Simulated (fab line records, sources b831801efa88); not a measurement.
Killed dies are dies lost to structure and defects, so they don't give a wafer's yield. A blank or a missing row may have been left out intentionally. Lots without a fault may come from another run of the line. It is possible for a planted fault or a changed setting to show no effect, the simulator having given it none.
Comparing a struck lot with a sound one | flow sky130 | 15 out of 708 route steps
Sound: wafers L698.1, L698.2, L698.3. The struck wafers were L703.1, L703.4, L703.5. The cause is given at the end.
Per side, at each step with rows, come the tool, then ch with its chambers, and then its first start. Under that, the readings that differ: sound wafers | struck wafers | difference of the means | sigmas: that difference in standard deviations of wafers without a fault.
alike: same words and numbers on both sides, and readings whose means sit less than 2 such deviations apart. not compared: any withheld reading, any reading some wafer has no value for, any bound like >300 that may hide the same value, and any number with overlapping values for which the record gives no deviation.
The two part at a step that has a row with sigmas, a row that says differs or no value, or rows on one side only. When numbers do not overlap yet have no deviation, they are printed without sigmas and do not part them. A reading that every wafer of one side lacks parts them only if that side has two wafers or more.

SKY_VT_ADJUST_HVTP_OVL_MEAS_08:
  sound: overlay-02 at day 8 20:10; struck: overlay-01 at day 10 02:01
  alike: VT_ADJUST_HVTP_OVL
after that, 1 step had no rows for these wafers: SKY_VT_ADJUST_HVTP_IMPLANT_09.
SKY_VT_ADJUST_HVTP_STRIP_10: strips in O2/N2.
  sound on plasma-asher-01 ch 0,1, day 8 20:21; struck on plasma-asher-02 ch 1, day 10 02:11
  alike: drypump-motor-current-A, n2-flow-sccm, oes-product-au, strip-time-to-endpoint-s
  not compared: rf-hours-counter-h
SKY_VT_ADJUST_HVTP_TW_MEAS_11:
  sound: film-metro-02 at day 8 20:27; struck: film-metro-03 at day 10 02:17
  alike: VT_ADJUST_HVTP_TW
then, 7 steps without rows for these wafers: SKY_VT_ADJUST_LVTN_DEHYDRATE_00 (time 60 s); SKY_VT_ADJUST_LVTN_HMDS_01 (prime time 60 s); SKY_VT_ADJUST_LVTN_COAT_02 (resist thk 3000 nm); SKY_VT_ADJUST_LVTN_SOFTBAKE_03; SKY_VT_ADJUST_LVTN_EXPOSE_04 (exposes mask NWM COMPLEMENT LESS NATIVE, target cd 840 nm); SKY_VT_ADJUST_LVTN_PEB_05; SKY_VT_ADJUST_LVTN_DEVELOP_06 (develop time 60 s).
SKY_VT_ADJUST_LVTN_OVL_MEAS_07:
  sound: overlay-01 at day 9 18:02; struck: overlay-02 at day 11 00:40
  alike: VT_ADJUST_LVTN_OVL
SKY_VT_ADJUST_LVTN_IMPLANT_08:
  sound on implanter-02 ch 0, day 9 18:04; struck on implanter-02 ch 0, day 11 00:42
  reading            | sound                           | struck                           | difference  | sigmas
  dose-ions-cm2      | 1.5698e+12 1.5689e+12 1.573e+12 | 1.7069e+12 1.7061e+12 1.7076e+12 | +1.3630e+11 | +91
  faraday-current-uA | 8.96 8.75 9.01                  | 9.75 9.89 9.56                   | +0.83       | +5
  alike: beam-energy-keV
SKY_VT_ADJUST_LVTN_STRIP_09: strips in O2/N2.
  sound on plasma-asher-01 ch 0,1, day 9 18:13; struck on plasma-asher-01 ch 1, day 11 00:51
  alike: drypump-motor-current-A, n2-flow-sccm, oes-product-au, strip-time-to-endpoint-s
  not compared: rf-hours-counter-h
-- here the record skips 39 days between the struck wafers' starts before and after, leaving off in module VT_ADJUST_LVTN and picking up in module PAD_OPEN (first step shown: number 708 of the route) --
SKY_PAD_OPEN_PROBE_99:
  sound: prober-02 at day 48 14:23; struck: prober-01 at day 49 13:46
  alike: killed_at_M0_to_M3, killed_at_M4_up, killed-at-contacts, killed-at-front-end, killed-at-other, killed-dies, killed-open, killed-short

## WHERE THEY PART
SKY_VT_ADJUST_LVTN_IMPLANT_08 only, going by this record. Later steps at which nothing parts them and some readings are alike: SKY_VT_ADJUST_LVTN_STRIP_09, SKY_PAD_OPEN_PROBE_99.

WHY: the cause the simulator had injected
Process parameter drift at SKY_VT_ADJUST_LVTN_IMPLANT_08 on implanter-02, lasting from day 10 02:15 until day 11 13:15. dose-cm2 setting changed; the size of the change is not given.
